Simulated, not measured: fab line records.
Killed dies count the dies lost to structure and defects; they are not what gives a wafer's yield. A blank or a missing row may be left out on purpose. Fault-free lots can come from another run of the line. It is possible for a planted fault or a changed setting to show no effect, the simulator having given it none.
fab line records | flow sky130
[record] lots = 13 wafers = 39 lastDay = 52
route steps=708 shown VIA4@642 METAL5@666 PASSIVATION@692
lots untouched by any fault: they come from a run of this same line in which no faults occurred
startH: hours from the record's opening day to when the first of the lot's shown wafers began | waitH: hours elapsed since this lot's preceding step | " the same as in the row above | L1.1+2: one row covering several wafers at once | - value missing, or start not given | * or withheld: withheld | < > ~ a bound
route shown NAME@n: names a module that has steps shown in the file, with the first one's number in the route | usual: the fault-free wafers' mean and standard deviation | same: alike in all rows | chamber/n: place in a boat | sites: the reading at each site | _std_site: standard deviation of those values | _edge_site: the outer-site mean with the inner-site mean subtracted | radiusMm: for every site, how far away it sits from the centre of the wafer | mask NAME#n: copy n | behind: the last tool/chamber to shape the wafer | hold: the reason the lot was held/the length of the hold in hours/how it ended | device: which transistor (n, p or np) failed to switch | end of line: tests of these same wafers at the route's end | a step without rows: its recipe alone | killed: dies lost to structure and defects at the first sort, not the wafer's yield | map: shows each die of a wafer: x if killed, . if not, _ if none is there
set.NAME: the setting the step ran with; set.NAME@STEP: the setting that earlier step ran with | model.NAME: the simulator's own value behind a step, which no gauge read
the route's steps for a sample of lots (tables are steps, rows are wafers)
services: a tool's chamber out of use, with start hour (startH, from the record's first day; less than 0 if before it), hours out, and reason
[[steps]]
[step SKY_VIA4_BOW_MEAS_03]
[recipe] mode = bow
[usual] VIA4_BOW = 80/7.9
// columns lot.wafer tool chamber startH waitH VIA4_BOW[um]
L244.1 filmMetro-04 - 1023.52 0.1 89
L244.3 " - " " 87
L244.5 " - " " 82
L245.1 filmMetro-01 - 1028.99 0.1 70
L245.4 " - " " 71
L245.5 " - " " 81
L246.2 filmMetro-01 - 1032.15 0.1 74
L246.4 " - " " 76
L246.5 " - " " 69
L248.2 filmMetro-01 - 1041.68 0.3 74
L248.4 " - " " 79
L248.6 " - " " 75
L249.1 filmMetro-02 - 1044.46 0.1 79
L249.2 " - " " 64
L249.3 " - " " 91
L252.1 filmMetro-04 - 1045.18 0.1 81
L252.4 " - " " 70
L252.5 " - " " 82
L251.2 filmMetro-04 - 1046.33 0.3 79
L251.4 " - " " 81
L251.6 " - " " 96
L258.2 filmMetro-02 - 1153.45 0.2 88
L258.4 " - " " 80
L258.5 " - " " 96
L259.3 filmMetro-04 - 1163.20 0.2 81
L259.4 " - " " 75
L259.5 " - " " 85
L261.3 filmMetro-01 - 1165.72 0.2 80
L261.4 " - " " 84
L261.5 " - " " 80
L265.4 filmMetro-01 - 1168.00 0.3 78
L265.5 " - " " 80
L265.6 " - " " 66
L267.1 filmMetro-04 - 1169.57 0.2 87
L267.3 " - " " 84
L267.4 " - " " 88
L266.1 filmMetro-02 - 1170.34 0.1 87
L266.2 " - " " 80
L266.4 " - " " 78
[step SKY_VIA4_OVL_MEAS_11]
[usual] VIA4_OVL = 0.0/1.4
// columns lot.wafer tool chamber startH waitH VIA4_OVL[nm]
L244.1 overlay-01 - 1046.70 0.1 -2.5
L244.3 " - " " -1.5
L244.5 " - " " -0.5
L245.1 overlay-02 - 1052.42 0.1 0.5
L245.4 " - " " -0.5
L245.5 " - " " 1.1
L246.2 overlay-01 - 1055.90 0.1 3.0
L246.4 " - " " 0.1
L246.5 " - " " 0.7
L248.2 overlay-02 - 1064.95 0.1 -0.7
L248.4 " - " " 1.4
L248.6 " - " " 2.1
L249.1 overlay-02 - 1067.72 0.1 1.5
L249.2 " - " " 0.9
L249.3 " - " " 2.2
L252.1 overlay-01 - 1068.37 0.1 1.0
L252.4 " - " " 1.4
L252.5 " - " " 1.3
L251.2 overlay-01 - 1069.75 0.1 -0.5
L251.4 " - " " -2.1
L251.6 " - " " -1.6
L258.2 overlay-01 - 1171.75 0.1 0.8
L258.4 " - " " -0.9
L258.5 " - " " -0.3
L259.3 overlay-02 - 1180.58 0.1 -1.6
L259.4 " - " " -1.2
L259.5 " - " " -0.9
L261.3 overlay-02 - 1183.08 0.1 -0.2
L261.4 " - " " 0.4
L261.5 " - " " 0.0
L265.4 overlay-02 - 1184.99 0.1 -0.3
L265.5 " - " " -2.5
L265.6 " - " " -0.9
L267.1 overlay-02 - 1186.62 0.1 -1.4
L267.3 " - " " -2.2
L267.4 " - " " -1.3
L266.1 overlay-02 - 1187.53 0.1 1.8
L266.2 " - " " 1.3
L266.4 " - " " 0.3
[step SKY_METAL5_RS_MEAS_05]
[recipe] thkMeasGauge = four-point-probe reads = TiN_of_METAL5_SPUTTER_04+Ti_of_METAL5_SPUTTER_03+AlCu_of_METAL5_SPUTTER_02+TiN_of_METAL5_SPUTTER_01+Ti_of_METAL5_SPUTTER_00
[usual] METAL5_ALCU_RS = 0.0271/0.00041
// columns lot.wafer tool chamber startH waitH METAL5_ALCU_RS[ohm/sq]
L244.1 filmMetro-02 - 1048.61 0.0 0.0263
L244.3 " - " " 0.0269
L244.5 " - " " 0.0262
L245.1 filmMetro-03 - 1054.00 0.0 0.0266
L245.4 " - " " 0.0263
L245.5 " - " " 0.0267
L246.2 filmMetro-03 - 1057.48 0.0 0.0276
L246.4 " - " " 0.0273
L246.5 " - " " 0.0275
L248.2 filmMetro-03 - 1066.53 0.0 0.0267
L248.4 " - " " 0.0263
L248.6 " - " " 0.0268
L249.1 filmMetro-03 - 1069.45 0.0 0.0275
L249.2 " - " " 0.0274
L249.3 " - " " 0.0277
L252.1 filmMetro-03 - 1069.93 0.0 0.0264
L252.4 " - " " 0.0264
L252.5 " - " " 0.0265
L251.2 filmMetro-01 - 1071.33 0.0 0.0275
L251.4 " - " " 0.0272
L251.6 " - " " 0.0273
L258.2 filmMetro-02 - 1173.37 0.0 0.0269
L258.4 " - " " 0.0270
L258.5 " - " " 0.0270
L259.3 filmMetro-01 - 1182.17 0.1 0.0273
L259.4 " - " " 0.0270
L259.5 " - " " 0.0272
L261.3 filmMetro-03 - 1184.67 0.1 0.0270
L261.4 " - " " 0.0266
L261.5 " - " " 0.0266
L265.4 filmMetro-01 - 1186.62 0.1 0.0270
L265.5 " - " " 0.0272
L265.6 " - " " 0.0266
L267.1 filmMetro-01 - 1188.26 0.0 0.0279
L267.3 " - " " 0.0272
L267.4 " - " " 0.0273
L266.1 filmMetro-03 - 1189.14 0.0 0.0266
L266.2 " - " " 0.0270
L266.4 " - " " 0.0271
[step SKY_PASSIVATION_ETCH_11]
[recipe] chemistry = CF4/O2 targetDepthNm = 725 stopOn = AlCu sourceW = 800 biasW = 150 pressureMtorr = 150 cf4FlowSccm = 80 O2_flow_sccm = 10 timeS = 161.1
[usual] drypumpMotorCurrentA = 5.7/0.61 oesProductAu = 0.978/0.0078 throttleValvePct = 5.965/0.0093
// columns lot.wafer tool chamber startH waitH drypumpMotorCurrentA oesProductAu rfHoursCounterH throttleValvePct
L244.1 rieDiel-04 2 1094.00 - 6.6 0.988 7 5.947
L244.3 " 3 " " 6.1 0.964 15 5.951
L244.5 " 3 " " 6.1 0.976 - 5.981
L245.1 rieDiel-02 3 1099.65 - 5.2 0.973 17 5.969
L245.4 " 1 " " 5.3 0.978 21 5.960
L245.5 " 0 " " 5.1 0.988 - 5.981
L246.2 rieDiel-04 1 1101.62 - 6.7 0.974 16 5.963
L246.4 " 2 " " 6.6 0.983 8 5.957
L246.5 " 0 " " 5.7 0.982 - 5.967
L248.2 rieDiel-04 2 1110.77 - 6.6 0.973 8 5.971
L248.4 " 3 " " 6.1 0.976 15 5.968
L248.6 " 3 " " 6.1 0.985 - 5.958
L249.1 rieDiel-04 3 1113.00 - 6.1 0.968 15 5.959
L249.2 " 2 " " 6.6 0.984 8 5.967
L249.3 " 0 " " 5.7 0.978 6 5.981
L252.1 rieDiel-04 0 1115.50 - 5.7 0.965 6 5.972
L252.4 " 1 " " 6.7 0.992 16 5.966
L252.5 " 3 " " 6.1 0.967 - 5.952
L251.2 rieDiel-02 3 1115.72 - 5.3 0.981 18 5.966
L251.4 " 1 " " 5.3 0.989 22 5.976
L251.6 " 0 " " 5.1 0.994 - 5.954
L258.2 rieDiel-04 0 1208.77 - 5.6 0.964 9 5.966
L258.4 " 3 " " 6.1 0.977 19 5.981
L258.5 " 1 " " 6.7 0.975 - 5.970
L259.3 rieDiel-01 3 1216.15 - 5.0 0.981 21 5.972
L259.4 " 0 " " 5.2 0.979 26 5.942
L259.5 " 3 " " 5.0 0.973 - 5.964
L261.3 rieDiel-04 1 1219.85 - 6.7 0.983 19 5.969
L261.4 " 0 " " 5.6 0.975 9 5.981
L261.5 " 2 " " 6.6 0.883 - 5.934
L265.4 rieDiel-02 1 1222.30 - 5.3 0.986 - 5.967
L265.5 " 3 " " 5.2 0.980 - 5.950
L265.6 " 2 " " 4.8 0.983 - 5.976
L267.1 rieDiel-02 3 1223.30 - 5.2 0.981 21 5.952
L267.3 " 2 " " 4.8 0.975 19 5.963
L267.4 " 1 " " 5.3 0.983 - 5.955
L266.1 rieDiel-01 0 1224.00 - 5.2 0.984 26 5.960
L266.2 " 3 " " 5.0 0.971 22 5.960
L266.4 " 1 " " 5.8 0.981 5 5.991
[step SKY_PASSIVATION_STRIP_12]
[recipe] chemistry = O2/N2 powerW = 1400 pressureMtorr = 1500 platenTempC = withheld overashFraction = 0.7 o2FlowSccm = 3000 n2FlowSccm = 300
[usual] drypumpMotorCurrentA = 5.81/0.058 oesProductAu = 0.661/0.0046 stripTimeToEndpointS = 31.53/0.19
// columns lot.wafer tool chamber startH waitH drypumpMotorCurrentA oesProductAu rfHoursCounterH stripTimeToEndpointS
L244.1 plasmaAsher-01 1 1094.10 0.1 5.79 0.668 67 31.45
L244.3 " 1 " " 5.77 0.665 - 31.76
L244.5 " 1 " " 5.78 0.659 - 31.89
L245.1 plasmaAsher-01 0 1099.75 0.1 5.93 0.656 67 31.70
L245.4 " 1 " " 5.75 0.662 - 31.35
L245.5 " 1 " " 5.74 0.658 - 31.41
L246.2 plasmaAsher-02 1 1101.73 0.1 5.76 0.663 30 31.24
L246.4 " 1 " " 5.78 0.665 - 31.30
L246.5 " 0 " " 5.80 0.658 - 31.64
L248.2 plasmaAsher-04 0 1110.88 0.1 5.81 0.667 102 31.46
L248.4 " 1 " " 5.78 0.664 - 31.72
L248.6 " 0 " " 5.81 0.663 - 31.66
L249.1 plasmaAsher-02 1 1113.10 0.1 5.76 0.664 31 31.63
L249.2 " 0 " " 5.77 0.659 31 31.37
L249.3 " 1 " " 5.78 0.662 - 31.53
L252.1 plasmaAsher-02 0 1115.60 0.1 5.79 0.658 31 31.51
L252.4 " 1 " " 5.75 0.660 - 31.28
L252.5 " 1 " " 5.80 0.650 - 31.65
L251.2 plasmaAsher-01 1 1115.83 0.1 5.78 0.659 69 31.65
L251.4 " 0 " " 5.95 0.661 - 31.37
L251.6 " 0 " " 5.94 0.660 - 31.43
L258.2 plasmaAsher-01 1 1208.88 0.1 5.75 0.653 77 31.52
L258.4 " 1 " " 5.77 0.666 - 31.51
L258.5 " 1 " " 5.74 0.660 - 31.14
L259.3 plasmaAsher-02 0 1216.29 0.1 5.77 0.662 - 31.69
L259.4 " 1 " " 5.72 0.659 - 31.70
L259.5 " 0 " " 5.77 0.661 - 31.59
L261.3 plasmaAsher-02 0 1219.99 0.1 5.80 0.665 - 31.26
L261.4 " 1 " " 5.78 0.661 - 31.70
L261.5 " 1 " " 5.81 0.659 - 32.72
L265.4 plasmaAsher-04 0 1222.39 0.0 5.78 0.658 - 31.42
L265.5 " 0 " " 5.79 0.660 - 31.64
L265.6 " 1 " " 5.84 0.663 - 31.61
L267.1 plasmaAsher-02 0 1223.40 0.1 5.82 0.657 41 31.81
L267.3 " 1 " " 5.77 0.662 - 31.86
L267.4 " 0 " " 5.81 0.654 - 31.61
L266.1 plasmaAsher-04 0 1224.10 0.1 5.79 0.662 113 31.56
L266.2 " 1 " " 5.80 0.665 113 31.63
L266.4 " 1 " " 5.86 0.662 - 31.54
[[services]]
// columns tool chamber startH hours kind
rieDiel-01 - 1070.12 2.8 pm
rieDiel-01 2 1104.72 2.4 repair
rieDiel-04 0 1130.42 5.8 repair
plasmaAsher-01 - 1148.60 16.6 repair
rieDiel-04 1 1148.80 5.3 repair
rieDiel-02 3 1176.63 8.5 repair
rieDiel-04 - 1181.37 4.0 pm
rieDiel-02 1 1195.78 - clean
rieDiel-02 1 1195.78 - consumableReplace:focusRing
rieDiel-02 1 1195.78 24.4 scheduledDown
rieDiel-02 1 1195.78 24.4 ventCycle
rieDiel-01 3 1208.81 4.5 repair
rieDiel-01 1 1213.35 1.6 repair
rieDiel-02 0 1220.15 - clean
rieDiel-02 0 1220.15 - consumableReplace:focusRing
rieDiel-02 0 1220.15 16.7 scheduledDown
rieDiel-02 0 1220.15 16.7 ventCycle
[[key]]
[firstSign] step = SKY_PASSIVATION_ETCH_11 reading = oesProductAu direction = down sigmas = 12 usual = 0.978 struck = 0.883
[effect] step = SKY_PASSIVATION_ETCH_11 reading = throttleValvePct direction = down sigmas = 3.3 usual = 5.965 struck = 5.934
[effect] step = SKY_PASSIVATION_STRIP_12 reading = stripTimeToEndpointS direction = up sigmas = 6.2 usual = * struck = *
metAt SKY_PASSIVATION_ETCH_11
struckLots L261
struckWafers L261.5
laterRowsLeftOut L261.5
sortLeftOut L261.5
notActingAt SKY_VIA4_BOW_MEAS_03,SKY_VIA4_OVL_MEAS_11,SKY_METAL5_RS_MEAS_05
onsetBetween 1208.77 1219.85
[fault] kind = processParameterDrift tool = rieDiel-04 chamber = - onsetH = 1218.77 steps = SKY_PASSIVATION_ETCH_11 channel = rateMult offset = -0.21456 shape = step endH = 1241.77 scope = struckWafersOnly
// sortLeftOut: the simulated sort isn't trusted on such a fault, so these wafers' sort isn't shown, and their yield isn't known
// laterRowsLeftOut: the simulator's readings of these wafers behind a module that went badly wrong aren't trusted and aren't shown, but for the sort
